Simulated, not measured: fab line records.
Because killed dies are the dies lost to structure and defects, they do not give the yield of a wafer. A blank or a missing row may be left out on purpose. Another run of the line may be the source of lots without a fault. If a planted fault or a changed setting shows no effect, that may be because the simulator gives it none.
fab line records | flow sky130
record: lots: 14 wafers: 42 lastDay: 50
route steps=708 shown SD_N@354 LI_CONTACT@384 LOCAL_INTERCONNECT@388
lots that met no fault: from a run of the same line without faults
startH: hours from the record's first day to the start of the lot's first wafer shown | waitH: hours elapsed since this lot's preceding step | " repeats the value in the row above | L1.1+2: several wafers, shown together as one row | - either no value or no given start | * or withheld: withheld | < > ~ a bound
route shown NAME@n: names a module that has steps shown in the file, with the first one's number in the route | usual: average and standard deviation across the fault-free wafers | same: alike in all rows | chamber/n: place in a boat | sites: per-site readings | _std_site: standard deviation of those values | _edge_site: outer sites' mean less inner sites' | radiusMm: how far each site lies from the wafer's centre | mask NAME#n: copy n | behind: the most recent tool/chamber to have shaped the wafer | hold: why the lot was held/for how many hours/how that ended | device: the n, p or np transistor that did not switch | end of line: the same wafers' tests at the end of the route | a step without rows: its recipe alone | killed: the dies lost at the first sort to structure and to defects; this is not the yield of the wafer | map: per-die view of a wafer (x killed, . not killed, _ where there is no die)
set.NAME: the setting as run; set.NAME@STEP: as run at that earlier step | model.NAME: the simulator's own value behind a step, which no gauge read
route steps across a sampled set of lots; one table per step, one row per wafer
services: from which hour (startH, from the record's first day; less than 0 if before it) a tool's chamber was out of use, for how many hours, and why
== steps ==
step: SKY_SD_N_TW_MEAS_12
usual: SD_N_TW: 3988/18
columns lot.wafer tool chamber startH waitH SD_N_TW
L312.1 filmMetro-01 - 640.08 0.1 4005
L312.5 " - " " 4014
L312.6 " - " " 3994
L313.1 filmMetro-04 - 640.81 0.1 3968
L313.5 " - " " 3982
L313.6 " - " " 3961
L314.3 filmMetro-04 - 653.03 0.1 3957
L314.4 " - " " 3975
L314.5 " - " " 3999
L315.3 filmMetro-04 - 656.94 0.1 3963
L315.4 " - " " 3969
L315.6 " - " " 3955
L316.1 filmMetro-01 - 662.07 0.1 4013
L316.2 " - " " 4001
L316.3 " - " " 3986
L317.1 filmMetro-01 - 674.01 0.1 4019
L317.2 " - " " 4013
L317.5 " - " " 4025
L318.3 filmMetro-04 - 682.74 0.1 4026
L318.4 " - " " 4010
L318.5 " - " " 4024
L319.1 filmMetro-01 - 707.03 0.1 3998
L319.3 " - " " 3996
L319.6 " - " " 3993
L325.2 filmMetro-04 - 758.48 0.1 3985
L325.5 " - " " 4001
L325.6 " - " " 3994
L326.2 filmMetro-02 - 762.73 0.1 3990
L326.3 " - " " 3990
L326.6 " - " " 3991
L328.2 filmMetro-02 - 780.93 0.1 3962
L328.3 " - " " 3971
L328.5 " - " " 3970
L331.1 filmMetro-04 - 787.77 0.1 3987
L331.2 " - " " 3991
L331.4 " - " " 3996
L333.1 filmMetro-01 - 804.38 0.1 4000
L333.2 " - " " 3979
L333.3 " - " " 3995
L335.1 filmMetro-02 - 818.97 0.1 4010
L335.5 " - " " 4007
L335.6 " - " " 4017
step: SKY_SD_N_RTA_14
recipe: tempC: 1075 timeS: 2 idleTempC: 650 rampUpCPerS: 150 rampDownCPerS: 90 ambient: N2
usual: lampPowerPct: 15.73/0.053 rampUpCPerS: 150.00/0.028 wafer_temp_C_max: 1078.2/1.5
columns lot.wafer tool chamber startH waitH lampPowerPct rampUpCPerS wafer_temp_C_max
L312.1 rtpAnneal-01 0 640.19 0.0 15.72 149.97 1078.8
L312.5 " 0 " " 15.65 149.99 1075.9
L312.6 " 0 " " 15.74 150.00 1078.6
L313.1 rtpAnneal-02 0 640.98 0.0 15.62 149.95 1079.8
L313.5 " 0 " " 15.78 149.98 1078.4
L313.6 " 0 " " 15.79 149.94 1077.2
L314.3 rtpAnneal-01 0 653.15 0.0 15.82 149.98 1077.0
L314.4 " 0 " " 15.71 150.00 1076.5
L314.5 " 0 " " 15.81 150.04 1078.2
L315.3 rtpAnneal-02 0 657.05 0.0 15.72 150.03 1078.2
L315.4 " 0 " " 15.75 150.01 1079.8
L315.6 " 0 " " 15.75 149.95 1079.9
L316.1 rtpAnneal-01 0 662.18 0.0 15.80 150.03 1080.2
L316.2 " 0 " " 15.74 149.98 1075.0
L316.3 " 0 " " 15.68 149.97 1078.0
L317.1 rtpAnneal-02 0 674.12 0.0 15.75 149.98 1076.4
L317.2 " 0 " " 15.64 149.98 1078.2
L317.5 " 0 " " 15.87 150.01 1077.4
L318.3 rtpAnneal-01 0 682.85 0.0 15.71 150.01 1076.9
L318.4 " 0 " " 15.79 149.97 1081.8
L318.5 " 0 " " 15.67 150.01 1078.8
L319.1 rtpAnneal-02 0 707.14 0.0 15.79 149.97 1076.7
L319.3 " 0 " " 15.75 149.99 1078.7
L319.6 " 0 " " 15.61 150.01 1077.3
L325.2 rtpAnneal-01 0 758.59 0.0 15.75 45.003 1079.0
L325.5 " 0 " " 15.66 45.006 1077.7
L325.6 " 0 " " 15.81 45.050 1080.9
L326.2 rtpAnneal-01 0 762.83 0.0 15.73 44.981 1078.1
L326.3 " 0 " " 15.82 44.977 1080.6
L326.6 " 0 " " 15.71 45.013 1078.5
L328.2 rtpAnneal-02 0 781.04 0.0 15.66 149.96 1078.3
L328.3 " 0 " " 15.82 150.01 1078.9
L328.5 " 0 " " 15.71 150.01 1077.8
L331.1 rtpAnneal-02 0 787.88 0.0 15.67 150.03 1077.4
L331.2 " 0 " " 15.76 149.98 1076.0
L331.4 " 0 " " 15.70 150.01 1078.0
L333.1 rtpAnneal-02 0 804.49 0.0 15.76 149.99 1081.1
L333.2 " 0 " " 15.59 149.97 1077.7
L333.3 " 0 " " 15.77 150.03 1078.8
L335.1 rtpAnneal-02 0 819.08 0.0 15.66 149.99 1078.6
L335.5 " 0 " " 15.76 150.03 1078.0
L335.6 " 0 " " 15.82 150.06 1078.7
step: SKY_LI_CONTACT_RS_MEAS_22
recipe: thkMeasGauge: four-point-probe reads: W_of_LI_CONTACT_CVD_21+TiN_of_LI_CONTACT_SPUTTER_20+Ti_of_LI_CONTACT_SPUTTER_19
usual: LI_CONTACT_W_RS: 0.287/0.0031
columns lot.wafer tool chamber startH waitH LI_CONTACT_W_RS[ohm/sq]
L312.1 filmMetro-01 - 670.86 0.1 0.288
L312.5 " - " " 0.294
L312.6 " - " " 0.293
L313.1 filmMetro-04 - 671.56 0.1 0.282
L313.5 " - " " 0.286
L313.6 " - " " 0.283
L314.3 filmMetro-01 - 685.19 0.1 0.285
L314.4 " - " " 0.285
L314.5 " - " " 0.284
L315.3 filmMetro-02 - 688.94 0.1 0.292
L315.4 " - " " 0.291
L315.6 " - " " 0.286
L316.1 filmMetro-01 - 693.33 0.1 0.288
L316.2 " - " " 0.295
L316.3 " - " " 0.289
L317.1 filmMetro-02 - 705.46 0.1 0.287
L317.2 " - " " 0.290
L317.5 " - " " 0.293
L318.3 filmMetro-02 - 713.75 0.1 0.290
L318.4 " - " " 0.293
L318.5 " - " " 0.290
L319.1 filmMetro-04 - 737.13 0.1 0.285
L319.3 " - " " 0.286
L319.6 " - " " 0.286
L325.2 filmMetro-04 - 788.94 0.1 0.287
L325.5 " - " " 0.286
L325.6 " - " " 0.289
L326.2 filmMetro-01 - 793.18 0.1 0.288
L326.3 " - " " 0.286
L326.6 " - " " 0.290
L328.2 filmMetro-04 - 809.12 0.1 0.289
L328.3 " - " " 0.289
L328.5 " - " " 0.290
L331.1 filmMetro-02 - 815.97 0.1 0.283
L331.2 " - " " 0.284
L331.4 " - " " 0.285
L333.1 filmMetro-02 - 832.11 0.1 0.286
L333.2 " - " " 0.282
L333.3 " - " " 0.288
L335.1 filmMetro-02 - 847.12 0.1 0.286
L335.5 " - " " 0.288
L335.6 " - " " 0.290
step: SKY_LOCAL_INTERCONNECT_RS_MEAS_01
recipe: thkMeasGauge: four-point-probe reads: TiN_of_LOCAL_INTERCONNECT_SPUTTER_00
usual: LOCAL_INTERCONNECT_TIN_RS: 14.17/0.17
columns lot.wafer tool chamber startH waitH LOCAL_INTERCONNECT_TIN_RS[ohm/sq]
L312.1 filmMetro-03 - 671.40 0.0 14.16
L312.5 " - " " 14.11
L312.6 " - " " 13.87
L313.1 filmMetro-02 - 672.10 0.0 14.43
L313.5 " - " " 14.44
L313.6 " - " " 14.45
L314.3 filmMetro-02 - 685.73 0.1 14.31
L314.4 " - " " 14.54
L314.5 " - " " 14.37
L315.3 filmMetro-03 - 689.48 0.1 14.30
L315.4 " - " " 14.22
L315.6 " - " " 14.10
L316.1 filmMetro-02 - 693.87 0.0 13.98
L316.2 " - " " 13.86
L316.3 " - " " 14.16
L317.1 filmMetro-03 - 706.58 0.0 13.86
L317.2 " - " " 14.15
L317.5 " - " " 14.06
L318.3 filmMetro-02 - 714.29 0.1 14.53
L318.4 " - " " 14.17
L318.5 " - " " 14.47
L319.1 filmMetro-03 - 737.67 0.0 13.91
L319.3 " - " " 13.99
L319.6 " - " " 14.03
L325.2 filmMetro-02 - 789.48 0.1 14.24
L325.5 " - " " 14.19
L325.6 " - " " 14.59
L326.2 filmMetro-01 - 793.72 0.1 14.03
L326.3 " - " " 13.96
L326.6 " - " " 14.01
L328.2 filmMetro-01 - 809.66 0.1 14.31
L328.3 " - " " 14.24
L328.5 " - " " 14.18
L331.1 filmMetro-03 - 816.51 0.0 14.16
L331.2 " - " " 14.26
L331.4 " - " " 14.23
L333.1 filmMetro-01 - 832.65 0.0 14.30
L333.2 " - " " 14.08
L333.3 " - " " 14.24
L335.1 filmMetro-01 - 847.66 0.0 14.24
L335.5 " - " " 14.26
L335.6 " - " " 14.35
== services ==
columns tool chamber startH hours kind
rtpAnneal-02 - 738.92 0.4 repair
== key ==
firstSign: step: SKY_SD_N_RTA_14 reading: rampUpCPerS direction: down sigmas: 99+ usual: 150.00 struck: 45.005
effect none on later readings
metAt SKY_SD_N_RTA_14
struckLots L325,L326
testerLeftOut L325,L326
notActingAt SKY_SD_N_TW_MEAS_12,SKY_LI_CONTACT_RS_MEAS_22,SKY_LOCAL_INTERCONNECT_RS_MEAS_01
onsetBetween 682.85 758.59
fault: kind: processParameterDrift tool: rtpAnneal-01 chamber: - onsetH: 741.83 steps: SKY_SD_N_RTA_14 channel: rampUpCPerS offset: -105 shape: step endH: 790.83 actsIn: theseRecipesOnly stated: 150
testerLeftOut: of these lots the tester's yield and bins aren't shown, on N5 and GAA mostly nor the transistor test; their killed dies are dies lost to structure and defects alone, not to doping, threshold or leakage, so they don't give the yield
